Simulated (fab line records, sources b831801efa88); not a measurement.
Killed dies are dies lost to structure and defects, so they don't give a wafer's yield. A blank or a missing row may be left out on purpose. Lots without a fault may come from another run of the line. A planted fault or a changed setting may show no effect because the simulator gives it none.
Which tool did it? | flow sfq_line | 14 lots, 42 wafers sampled, at 6 steps of a route of 325

WHAT THE GAUGES READ, wafer by wafer
SFQ_M0_RS_MEAS_904: measures by four-point-probe. Usual: M0_NB_RS 0.880 ohm/sq, standard deviation 0.0096.
lot  | measured     | on            | M0_NB_RS (ohm/sq)                   | flag
L771 | day 7 13:29  | film_metro-04 | 0.881 0.889 0.874                   |
L772 | day 7 22:53  | film_metro-03 | 0.888 0.891 0.894                   |
L775 | day 9 03:35  | film_metro-04 | 0.890 0.900 0.884                   |
L776 | day 9 12:00  | film_metro-04 | 0.883 0.887 0.879                   |
L781 | day 11 02:17 | film_metro-01 | 0.599 0.875 0.891 0.599 0.875 0.894 | OFF
L782 | day 11 08:21 | film_metro-01 | 0.887 0.606 0.874 0.886 0.604 0.875 | OFF
L784 | day 11 19:05 | film_metro-04 | 0.875 0.871 0.872                   |
L786 | day 12 09:37 | film_metro-01 | 0.877 0.888 0.881                   |
L787 | day 12 17:10 | film_metro-03 | 0.872 0.863 0.878                   |
L788 | day 13 01:01 | film_metro-01 | 0.902 0.881 0.875                   |
L789 | day 13 11:37 | film_metro-04 | 0.876 0.877 0.881                   |
L790 | day 13 20:13 | film_metro-01 | 0.875 0.883 0.876                   |
L793 | day 14 22:55 | film_metro-04 | 0.885 0.880 0.880                   |
L794 | day 15 03:07 | film_metro-04 | 0.900 0.894 0.891                   |

SFQ_M0_OVL_MEAS_906. Usual: M0_OVL 1 nm, standard deviation 5.4.
lot  | measured     | on         | M0_OVL (nm) | flag
L771 | day 12 00:05 | overlay-01 | -2 -5 -2    |
L772 | day 12 09:49 | overlay-02 | -7 1 -4     |
L775 | day 13 20:11 | overlay-02 | -1 -8 4     |
L776 | day 14 02:11 | overlay-01 | -7 -3 -4    |
L781 | day 15 19:37 | overlay-01 | 8 5 7       |
L782 | day 16 03:52 | overlay-01 | 7 2 7       |
L784 | day 16 18:14 | overlay-01 | -2 2 -10    |
L786 | day 17 11:20 | overlay-01 | 2 -3 -10    |
L787 | day 17 17:31 | overlay-02 | 0 6 4       |
L788 | day 18 01:55 | overlay-02 | -4 0 -4     |
L789 | day 18 18:43 | overlay-02 | 2 5 4       |
L790 | day 19 03:55 | overlay-01 | 7 0 2       |
L793 | day 20 14:42 | overlay-01 | 6 -4 -7     |
L794 | day 20 21:54 | overlay-01 | -5 3 -4     |

SFQ_JJ_OVL_MEAS_931. Usual: J5_OVL -3 nm, standard deviation 4.8.
lot  | measured     | on         | J5_OVL (nm) | flag
L771 | day 55 03:20 | overlay-01 | -5 -11 -7   |
L772 | day 55 06:56 | overlay-01 | 8 7 3       |
L775 | day 55 10:32 | overlay-01 | -6 -4 -4    |
L776 | day 60 03:24 | overlay-02 | -5 -4 0     |
L781 | day 60 17:47 | overlay-02 | 0 -5 -4     |
L782 | day 60 21:24 | overlay-01 | -11 -6 -10  |
L784 | day 61 02:11 | overlay-01 | 1 4 1       |
L786 | day 61 10:35 | overlay-02 | -2 -10 -6   |
L787 | day 61 16:36 | overlay-01 | -6 -4 -5    |
L788 | day 61 17:55 | overlay-01 | 3 1 -1      |
L789 | day 63 11:36 | overlay-02 | 0 2 -2      |
L790 | day 64 14:17 | overlay-02 | -8 -4 -6    |
L793 | day 65 20:07 | overlay-01 | -2 -5 -9    |
L794 | day 74 23:28 | overlay-02 | -6 -2 -4    |

WHICH TOOL RAN EACH LOT (tool, then ch and the chambers of the sampled wafers, then the start)
lot  | SFQ_TRILAYER_M0_DEP_SPUTTER_019 | SFQ_TRILAYER_M0_ETCH_METAL_ETCH_024 | SFQ_TRILAYER_JJ_TRILAYER_DEP_SPUTTER_110
L771 | pvd_sputter-04, day 7 13:23     | rie_metal-01 ch 0,1, day 12 00:11   | pvd_sputter-05, day 52 04:22
L772 | pvd_sputter-04, day 7 22:47     | rie_metal-04 ch 0,1, day 12 09:54   | pvd_sputter-06, day 53 14:02
L775 | pvd_sputter-05, day 9 03:29     | rie_metal-04 ch 0,1, day 13 20:17   | pvd_sputter-03, day 53 23:38
L776 | pvd_sputter-06, day 9 11:53     | rie_metal-04 ch 0,1, day 14 02:17   | pvd_sputter-06, day 55 13:59
L781 | pvd_sputter-06, day 11 02:12    | rie_metal-02 ch 0,1, day 15 19:42   | pvd_sputter-06, day 56 01:05
L782 | pvd_sputter-06, day 11 08:13    | rie_metal-02 ch 0,1, day 16 03:59   | pvd_sputter-05, day 56 04:05
L784 | pvd_sputter-05, day 11 19:00    | rie_metal-02 ch 0,1, day 16 18:20   | pvd_sputter-05, day 56 08:58
L786 | pvd_sputter-05, day 12 09:32    | rie_metal-02 ch 0, day 17 11:30     | pvd_sputter-03, day 56 19:07
L787 | pvd_sputter-04, day 12 17:03    | rie_metal-01 ch 0,1, day 17 17:36   | pvd_sputter-06, day 57 01:05
L788 | pvd_sputter-05, day 13 00:56    | rie_metal-04 ch 0,1, day 18 02:00   | pvd_sputter-05, day 61 12:52
L789 | pvd_sputter-04, day 13 11:30    | rie_metal-04 ch 0,1, day 18 18:48   | pvd_sputter-03, day 63 08:04
L790 | pvd_sputter-05, day 13 20:05    | rie_metal-02 ch 0,1, day 19 04:03   | pvd_sputter-06, day 64 10:37
L793 | pvd_sputter-06, day 14 22:49    | rie_metal-01 ch 0,1, day 20 14:48   | pvd_sputter-03, day 65 16:35
L794 | pvd_sputter-04, day 15 03:01    | rie_metal-02 ch 0,1, day 20 22:00   | pvd_sputter-06, day 69 21:31
- SFQ_TRILAYER_M0_DEP_SPUTTER_019: material Nb, target thk 200 nm, time 133.3 s.
- SFQ_TRILAYER_M0_ETCH_METAL_ETCH_024: etches Nb in Cl2/Ar, stops on SiO2, target depth 240 nm, time 120 s.
- SFQ_TRILAYER_JJ_TRILAYER_DEP_SPUTTER_110: material Al, target thk 8 nm, time 10 s.

WHAT THE TOOLS THEMSELVES READ (means of the sampled wafers that have a number; where no wafer has one, the mark that the record gives instead)
SFQ_TRILAYER_M0_DEP_SPUTTER_019. Usual: chamber_pressure_pa 0.1333 Pa, standard deviation 0.00021; throttle_valve_pct 30.0 %, standard deviation 1.
lot  | tool           | chamber_pressure_pa (Pa) | throttle_valve_pct (%) | flag
L771 | pvd_sputter-04 | 0.1334                   | 29.4                   |
L772 | pvd_sputter-04 | 0.1335                   | 29.0                   |
L775 | pvd_sputter-05 | 0.1334                   | 29.8                   |
L776 | pvd_sputter-06 | 0.1333                   | 30.6                   |
L781 | pvd_sputter-06 | 0.1334                   | 30.7                   |
L782 | pvd_sputter-06 | 0.1332                   | 30.7                   |
L784 | pvd_sputter-05 | 0.1333                   | 29.9                   |
L786 | pvd_sputter-05 | 0.1332                   | 29.2                   |
L787 | pvd_sputter-04 | 0.1334                   | 30.3                   |
L788 | pvd_sputter-05 | 0.1334                   | 29.2                   |
L789 | pvd_sputter-04 | 0.1332                   | 29.3                   |
L790 | pvd_sputter-05 | 0.1332                   | 29.8                   |
L793 | pvd_sputter-06 | 0.1333                   | 30.8                   |
L794 | pvd_sputter-04 | 0.1332                   | 29.1                   |

SFQ_TRILAYER_M0_ETCH_METAL_ETCH_024. Usual: drypump_motor_current_A 5.67 A, standard deviation 0.17; oes_product_au 0.900 a.u., standard deviation 0.0073.
lot  | tool         | drypump_motor_current_A (A) | oes_product_au (a.u.) | flag
L771 | rie_metal-01 | 5.60                        | 0.896                 |
L772 | rie_metal-04 | 5.83                        | 0.886                 |
L775 | rie_metal-04 | 5.83                        | 0.897                 |
L776 | rie_metal-04 | 5.84                        | 0.897                 |
L781 | rie_metal-02 | 5.47                        | 0.935                 | OFF
L782 | rie_metal-02 | 5.60                        | 0.935                 | OFF
L784 | rie_metal-02 | 5.60                        | 0.903                 |
L786 | rie_metal-02 | 5.67                        | 0.902                 |
L787 | rie_metal-01 | 5.60                        | 0.906                 |
L788 | rie_metal-04 | 5.88                        | 0.898                 |
L789 | rie_metal-04 | 5.83                        | 0.899                 |
L790 | rie_metal-02 | 5.59                        | 0.899                 |
L793 | rie_metal-01 | 5.58                        | 0.904                 |
L794 | rie_metal-02 | 5.50                        | 0.892                 |

SFQ_TRILAYER_JJ_TRILAYER_DEP_SPUTTER_110. Usual: chamber_pressure_pa 0.4000 Pa, standard deviation 0.00071; throttle_valve_pct 30.1 %, standard deviation 0.8.
lot  | tool           | chamber_pressure_pa (Pa) | throttle_valve_pct (%) | flag
L771 | pvd_sputter-05 | 0.4002                   | 29.4                   |
L772 | pvd_sputter-06 | 0.3999                   | 30.8                   |
L775 | pvd_sputter-03 | 0.4000                   | 29.6                   |
L776 | pvd_sputter-06 | 0.3999                   | 30.7                   |
L781 | pvd_sputter-06 | 0.3998                   | 30.7                   |
L782 | pvd_sputter-05 | 0.3993                   | 29.2                   |
L784 | pvd_sputter-05 | 0.4000                   | 29.4                   |
L786 | pvd_sputter-03 | 0.4002                   | 29.8                   |
L787 | pvd_sputter-06 | 0.4011                   | 30.6                   |
L788 | pvd_sputter-05 | 0.3999                   | 29.2                   |
L789 | pvd_sputter-03 | 0.3995                   | 29.5                   |
L790 | pvd_sputter-06 | 0.4004                   | 30.9                   |
L793 | pvd_sputter-03 | 0.4000                   | 29.6                   |
L794 | pvd_sputter-06 | 0.4001                   | 30.8                   |

THE ANSWER, worked out from the rows above alone
Rule: a lot is off if the mean of its wafers that have a number lies more than 3 standard deviations from the usual mean. A lot without any number at a reading at which 4 lots or more have one is off too. The other lots that the step has rows for count as sound. The gauges are gone through in route order, then the tools' own readings, and for those a lot's mean is taken as printed above. The first step at which some lot is off is used, and at that step the reading that is off furthest; a lot without a number counts as furthest.
Off: L781, L782, at SFQ_M0_RS_MEAS_904 (M0_NB_RS).
A tool fits if, at a process step before that reading, it ran every lot that is off, and no sound lot after the first of them. The gauges at SFQ_M0_RS_MEAS_904 aren't tried: what is off there is off at SFQ_TRILAYER_M0_ETCH_METAL_ETCH_024 too, on other tools, and a gauge's error can't cause that. None of those tried fits.

WHAT THE SIMULATOR HAD PUT IN
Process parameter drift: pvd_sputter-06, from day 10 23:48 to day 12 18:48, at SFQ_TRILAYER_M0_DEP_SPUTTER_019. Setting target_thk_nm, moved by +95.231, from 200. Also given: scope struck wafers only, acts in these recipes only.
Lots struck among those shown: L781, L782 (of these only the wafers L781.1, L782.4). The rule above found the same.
